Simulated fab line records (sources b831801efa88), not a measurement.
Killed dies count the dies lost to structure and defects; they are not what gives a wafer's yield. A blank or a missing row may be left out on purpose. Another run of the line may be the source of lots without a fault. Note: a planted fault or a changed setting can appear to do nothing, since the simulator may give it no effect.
Shared-tool check / flow sky130 / Sampled: 11 lots, 33 wafers

## REASON FOR OPENING
At SKY_GATE_OXIDE_TW_MEAS_14 the reading GATE_OXIDE_TW is flagged on 3 of 11 lots. Wafers without a fault read 223.1, standard deviation 2.2.
Rule: a lot is flagged when every wafer of it that has a number lies more than 4 standard deviations from that mean, or none has a number. All remaining lots are regarded as sound.

lot=L869; measured=day 13 19:41; on=film_metro-01; GATE_OXIDE_TW, wafer by wafer=221.4 221.6 219.7; flag=
lot=L873; measured=day 15 21:36; on=film_metro-01; GATE_OXIDE_TW, wafer by wafer=271.3 271.8 271.4; flag=FLAGGED
lot=L874; measured=day 16 06:58; on=film_metro-01; GATE_OXIDE_TW, wafer by wafer=220.8 220.8 220.6; flag=
lot=L878; measured=day 17 06:17; on=film_metro-01; GATE_OXIDE_TW, wafer by wafer=270.5 269.9 269.9; flag=FLAGGED
lot=L877; measured=day 17 06:28; on=film_metro-02; GATE_OXIDE_TW, wafer by wafer=275.9 274.4 274.1; flag=FLAGGED
lot=L883; measured=day 19 02:58; on=film_metro-03; GATE_OXIDE_TW, wafer by wafer=224.3 226.0 224.8; flag=
lot=L885; measured=day 19 12:46; on=film_metro-01; GATE_OXIDE_TW, wafer by wafer=219.4 220.1 220.3; flag=
lot=L884; measured=day 19 17:40; on=film_metro-03; GATE_OXIDE_TW, wafer by wafer=224.6 224.3 224.9; flag=
lot=L886; measured=day 20 06:17; on=film_metro-02; GATE_OXIDE_TW, wafer by wafer=225.2 225.4 225.7; flag=
lot=L887; measured=day 20 15:00; on=film_metro-03; GATE_OXIDE_TW, wafer by wafer=225.6 224.6 223.6; flag=
lot=L890; measured=day 22 10:31; on=film_metro-01; GATE_OXIDE_TW, wafer by wafer=220.6 222.2 221.7; flag=
On average the flagged lots' numbers are 272.1, which is +49.0 against the usual, or +22 standard deviations.

## TOOL THAT RAN EACH LOT
2 process steps preceding the reading are held in the record, out of 708 steps in the route. Cell contents, in order: the tool; ch with the chambers the sampled wafers went through; the start.
lot=L869; flag=; SKY_VT_ADJUST_HVTP_STRIP_10=plasma_asher-04 ch 0,1, day 6 08:15; SKY_GATE_OXIDE_IMPLANT_11=implanter-03 ch 0, day 13 19:22
lot=L873; flag=FLAGGED; SKY_VT_ADJUST_HVTP_STRIP_10=plasma_asher-03 ch 0,1, day 7 11:56; SKY_GATE_OXIDE_IMPLANT_11=implanter-03 ch 0, day 15 20:58
lot=L874; flag=; SKY_VT_ADJUST_HVTP_STRIP_10=plasma_asher-04 ch 0,1, day 8 01:55; SKY_GATE_OXIDE_IMPLANT_11=implanter-03 ch 0, day 16 06:37
lot=L878; flag=FLAGGED; SKY_VT_ADJUST_HVTP_STRIP_10=plasma_asher-04 ch 0,1, day 8 15:39; SKY_GATE_OXIDE_IMPLANT_11=implanter-01 ch 0, day 17 05:39
lot=L877; flag=FLAGGED; SKY_VT_ADJUST_HVTP_STRIP_10=plasma_asher-01 ch 0,1, day 8 14:19; SKY_GATE_OXIDE_IMPLANT_11=implanter-03 ch 0, day 17 05:28
lot=L883; flag=; SKY_VT_ADJUST_HVTP_STRIP_10=plasma_asher-01 ch 0,1, day 10 00:49; SKY_GATE_OXIDE_IMPLANT_11=implanter-03 ch 0, day 19 02:31
lot=L885; flag=; SKY_VT_ADJUST_HVTP_STRIP_10=plasma_asher-01 ch 1, day 10 10:52; SKY_GATE_OXIDE_IMPLANT_11=implanter-01 ch 0, day 19 12:25
lot=L884; flag=; SKY_VT_ADJUST_HVTP_STRIP_10=plasma_asher-03 ch 0,1, day 10 12:54; SKY_GATE_OXIDE_IMPLANT_11=implanter-03 ch 0, day 19 17:20
lot=L886; flag=; SKY_VT_ADJUST_HVTP_STRIP_10=plasma_asher-01 ch 0,1, day 10 21:14; SKY_GATE_OXIDE_IMPLANT_11=implanter-04 ch 0, day 20 05:59
lot=L887; flag=; SKY_VT_ADJUST_HVTP_STRIP_10=plasma_asher-04 ch 0,1, day 11 05:34; SKY_GATE_OXIDE_IMPLANT_11=implanter-04 ch 0, day 20 14:38
lot=L890; flag=; SKY_VT_ADJUST_HVTP_STRIP_10=plasma_asher-01 ch 1, day 12 16:38; SKY_GATE_OXIDE_IMPLANT_11=implanter-01 ch 0, day 22 10:10
What these steps do:
- SKY_VT_ADJUST_HVTP_STRIP_10: strips in O2/N2.
- SKY_GATE_OXIDE_IMPLANT_11
- SKY_GATE_OXIDE_TW_MEAS_14

## FLAGGED AGAINST TOTAL, ONE TOOL AT A TIME (gauges that did the reading follow at the end)
step=SKY_VT_ADJUST_HVTP_STRIP_10; tool=plasma_asher-01; lots run=5; flagged=1; share of the flagged lots=some; sound lots run after its first flagged lot=4 (L883,L885,L886,L890)
step=SKY_VT_ADJUST_HVTP_STRIP_10; tool=plasma_asher-03; lots run=2; flagged=1; share of the flagged lots=some; sound lots run after its first flagged lot=1 (L884)
step=SKY_VT_ADJUST_HVTP_STRIP_10; tool=plasma_asher-04; lots run=4; flagged=1; share of the flagged lots=some; sound lots run after its first flagged lot=1 (L887)
step=SKY_GATE_OXIDE_IMPLANT_11; tool=implanter-01; lots run=3; flagged=1; share of the flagged lots=some; sound lots run after its first flagged lot=2 (L885,L890)
step=SKY_GATE_OXIDE_IMPLANT_11; tool=implanter-03; lots run=6; flagged=2; share of the flagged lots=some; sound lots run after its first flagged lot=3 (L874,L883,L884)
step=SKY_GATE_OXIDE_IMPLANT_11; tool=implanter-04; lots run=2; flagged=0; share of the flagged lots=none; sound lots run after its first flagged lot=-
step=SKY_GATE_OXIDE_TW_MEAS_14; tool=film_metro-01; lots run=6; flagged=2; share of the flagged lots=some; sound lots run after its first flagged lot=3 (L874,L885,L890)
step=SKY_GATE_OXIDE_TW_MEAS_14; tool=film_metro-02; lots run=2; flagged=1; share of the flagged lots=some; sound lots run after its first flagged lot=1 (L886)
step=SKY_GATE_OXIDE_TW_MEAS_14; tool=film_metro-03; lots run=3; flagged=0; share of the flagged lots=none; sound lots run after its first flagged lot=-

## WHAT THE TABLE ALLOWS
No row of the table ran every flagged lot.

## WHAT THE SIMULATOR HAD INSERTED
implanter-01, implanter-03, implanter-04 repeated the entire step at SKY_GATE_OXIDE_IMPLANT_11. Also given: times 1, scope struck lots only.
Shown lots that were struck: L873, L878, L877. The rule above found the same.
